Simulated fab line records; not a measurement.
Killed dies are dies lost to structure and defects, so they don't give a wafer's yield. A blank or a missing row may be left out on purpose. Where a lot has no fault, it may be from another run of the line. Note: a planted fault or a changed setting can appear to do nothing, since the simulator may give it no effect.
The tool behind it: which one? -- flow gf180mcu -- 11 lots with 33 wafers sampled at 6 steps, on a route of 602 steps

## WHAT THE GAUGES READ, wafer by wafer
GF_M3_OVL_MEAS_15. Usual: for M3_OVL the level is 0 nm and the standard deviation is 6.1.
lot,measured,on,M3_OVL (nm),flag
L950,day 21 13:49,overlay-01,2 2 5,
L951,day 21 22:02,overlay-01,-3 -11 -10,
L952,day 22 14:25,overlay-01,-1 -1 -8,
L958,day 25 02:26,overlay-02,-5 -8 -2,
L961,day 25 15:54,overlay-01,5 13 5,
L962,day 25 23:53,overlay-02,-14 -11 -15,
L963,day 26 09:22,overlay-01,-5 -1 -6,
L965,day 26 22:47,overlay-02,3 1 1,
L966,day 27 02:34,overlay-02,9 13 9,
L967,day 27 10:22,overlay-01,0 -4 -4,
L968,day 27 20:10,overlay-01,5 5 3,

GF_V3_RS_MEAS_24: the measuring method here is four-point-probe. Usual: for V3_W_RS the level is 0.327 ohm/sq and the standard deviation is 0.0031.
lot,measured,on,V3_W_RS (ohm/sq),flag
L950,day 22 15:44,film metro-01,0.332 0.334 0.332,
L951,day 23 01:06,film metro-04,0.323 0.326 0.325,
L952,day 23 15:02,film metro-01,0.329 0.329 0.328,
L958,day 26 03:28,film metro-01,0.327 0.328 0.329,
L961,day 26 14:43,film metro-04,0.324 0.323 0.325,
L962,day 26 23:22,film metro-04,0.330 0.190 0.329 0.328 0.190 0.329,OFF
L963,day 27 08:20,film metro-04,0.187 0.324 0.328 0.187 0.324 0.327,OFF
L965,day 27 21:31,film metro-03,0.325 0.324 0.325,
L966,day 28 01:22,film metro-04,0.328 0.325 0.328,
L967,day 28 08:14,film metro-03,0.322 0.326 0.323,
L968,day 28 17:41,film metro-04,0.324 0.326 0.325,

GF_M4_CD_MEAS_14: the cd target is 280 nm. Usual: cd nm at 280.1 nm, with a standard deviation of 1.
lot,measured,on,cd nm (nm),flag
L950,day 23 14:57,cd sem-02,281.0 280.0 280.5,
L951,day 24 00:19,cd sem-02,279.0 279.7 281.2,
L952,day 24 14:07,cd sem-02,278.9 278.1 279.9,
L958,day 27 00:47,cd sem-02,278.3 279.7 279.4,
L961,day 27 11:41,cd sem-01,280.5 281.3 281.2,
L962,day 27 20:29,cd sem-01,279.5 280.1 279.4,
L963,day 28 04:49,cd sem-02,278.9 278.0 278.5,
L965,day 28 17:20,cd sem-02,279.9 279.2 280.2,
L966,day 28 21:25,cd sem-01,280.9 279.2 281.2,
L967,day 29 03:36,cd sem-01,280.7 280.6 280.3,
L968,day 29 13:20,cd sem-01,280.4 280.1 280.8,

## TOOL THAT RAN EACH LOT (tool first, then ch and the chambers of the sampled wafers, then the start)
lot,GF_V3_CVD_23,GF_V3_CMP_26,GF_M4_SPUTTER_00
L950,"cvd w-01 ch 0,1, day 22 15:37","cmp-02 ch 1,2,3, day 22 15:53","pvd sputter-01, day 22 16:11"
L951,"cvd w-01 ch 0,1, day 23 00:59","cmp-02 ch 0,2,3, day 23 01:17","pvd sputter-01, day 23 01:32"
L952,"cvd w-01 ch 0,1, day 23 14:55","cmp-01 ch 0,2,3, day 23 15:13","pvd sputter-01, day 23 15:31"
L958,"cvd w-02 ch 0,1, day 26 03:20","cmp-01 ch 0,2, day 26 03:40","pvd sputter-04, day 26 03:55"
L961,"cvd w-01 ch 0,1, day 26 14:37","cmp-01 ch 1,2, day 26 14:52","pvd sputter-04, day 26 15:10"
L962,"cvd w-01 ch 0,1, day 26 23:14","cmp-01 ch 1,2,3, day 27 12:26","pvd sputter-04, day 27 12:44"
L963,"cvd w-01 ch 0,1, day 27 08:14","cmp-02 ch 2,3, day 27 14:36","pvd sputter-03, day 27 14:54"
L965,"cvd w-02 ch 0,1, day 27 21:23","cmp-01 ch 1,2,3, day 27 22:10","pvd sputter-04, day 27 22:25"
L966,"cvd w-02 ch 0,1, day 28 01:14","cmp-01 ch 0,2,3, day 28 01:31","pvd sputter-04, day 28 01:49"
L967,"cvd w-02 ch 0,1, day 28 08:07","cmp-01 ch 0,1,3, day 28 08:28","pvd sputter-04, day 28 08:43"
L968,"cvd w-02 ch 0,1, day 28 17:35","cmp-02 ch 2,3, day 28 17:52","pvd sputter-04, day 28 18:10"
- GF_V3_CVD_23: deposits W, target thk 350 nm, time 104.9 s.
- GF_V3_CMP_26: polishes, stops on SiO2, t overpolish 15 s, target thk 0 nm.
- GF_M4_SPUTTER_00: material Ti, target thk 37.5 nm, time 150 s.

## AS READ BY THE TOOLS THEMSELVES (means over the sampled wafers that have a number; for cases with no such wafer, the mark the record gives instead)
GF_V3_CVD_23. Usual: chamber pressure Torr 39.99 Torr, standard deviation 0.092; heater power w 949 W, standard deviation 140.
lot,tool,chamber pressure Torr (Torr),heater power w (W),flag
L950,cvd w-01,39.95,1000,
L951,cvd w-01,39.92,1004,
L952,cvd w-01,40.02,1019,
L958,cvd w-02,39.96,797,
L961,cvd w-01,40.06,1057,
L962,cvd w-01,39.97,1038,
L963,cvd w-01,39.98,1029,
L965,cvd w-02,39.98,803,
L966,cvd w-02,40.01,783,
L967,cvd w-02,40.06,789,
L968,cvd w-02,40.00,790,

GF_V3_CMP_26. Usual: edge zone pressure frac 1.001, standard deviation 0.0053; motor current A 11.4 A, standard deviation 0.73; slurry filter dp kPa 13.51 kPa, standard deviation 0.15; time to endpoint s 86 s, standard deviation 3.3.
lot,tool,edge zone pressure frac,motor current A (A),slurry filter dp kPa (kPa),time to endpoint s (s),flag
L950,cmp-02,1.000,11.9,13.42,83,
L951,cmp-02,1.004,11.5,13.52,87,
L952,cmp-01,1.003,11.0,13.47,86,
L958,cmp-01,0.997,11.3,13.50,84,
L961,cmp-01,1.002,10.9,13.65,87,
L962,cmp-01,1.005,10.8,13.49,105,OFF
L963,cmp-02,1.008,11.6,13.36,103,OFF
L965,cmp-01,1.005,10.6,13.47,92,
L966,cmp-01,1.003,11.2,13.52,90,
L967,cmp-01,1.002,11.3,13.54,91,
L968,cmp-02,0.995,11.6,13.75,86,

GF_M4_SPUTTER_00. Usual: throttle valve pct at 30.3 %, with a standard deviation of 0.83.
lot,tool,throttle valve pct (%),flag
L950,pvd sputter-01,30.5,
L951,pvd sputter-01,30.5,
L952,pvd sputter-01,29.9,
L958,pvd sputter-04,30.8,
L961,pvd sputter-04,30.7,
L962,pvd sputter-04,30.5,
L963,pvd sputter-03,30.1,
L965,pvd sputter-04,30.4,
L966,pvd sputter-04,30.9,
L967,pvd sputter-04,30.5,
L968,pvd sputter-04,30.6,

## THE ANSWER, worked out from the rows above alone
Rule: a lot is off if the mean of its wafers that have a number lies more than 3 standard deviations from the usual mean. A lot without any number at a reading at which 4 lots or more have one is off too. All remaining lots with rows at the step are treated as sound. First the gauges in route order, then the tools' own readings, where a lot's mean is used as printed above. At the first step where some lot is off, the reading lying furthest off is the one used; lots without a number count as furthest.
Off: L962, L963, at GF_V3_RS_MEAS_24 (V3_W_RS).
If a tool, at a process step before that reading, ran all the lots that are off and no sound lot after the first of them, it fits. The gauges at GF_V3_RS_MEAS_24 aren't tried: what is off there is off at GF_V3_CMP_26 too, on other tools, and a gauge's error can't cause that. One fits: GF_V3_CVD_23 on cvd w-01. A fault onset in the window from L961 (day 26 14:37, its last sound lot) to L962 (day 26 23:14, its first lot off) fits.

## WHAT WAS PUT IN BY THE SIMULATOR
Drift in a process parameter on cvd w-01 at GF_V3_CVD_23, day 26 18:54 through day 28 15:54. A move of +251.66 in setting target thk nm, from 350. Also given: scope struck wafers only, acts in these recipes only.
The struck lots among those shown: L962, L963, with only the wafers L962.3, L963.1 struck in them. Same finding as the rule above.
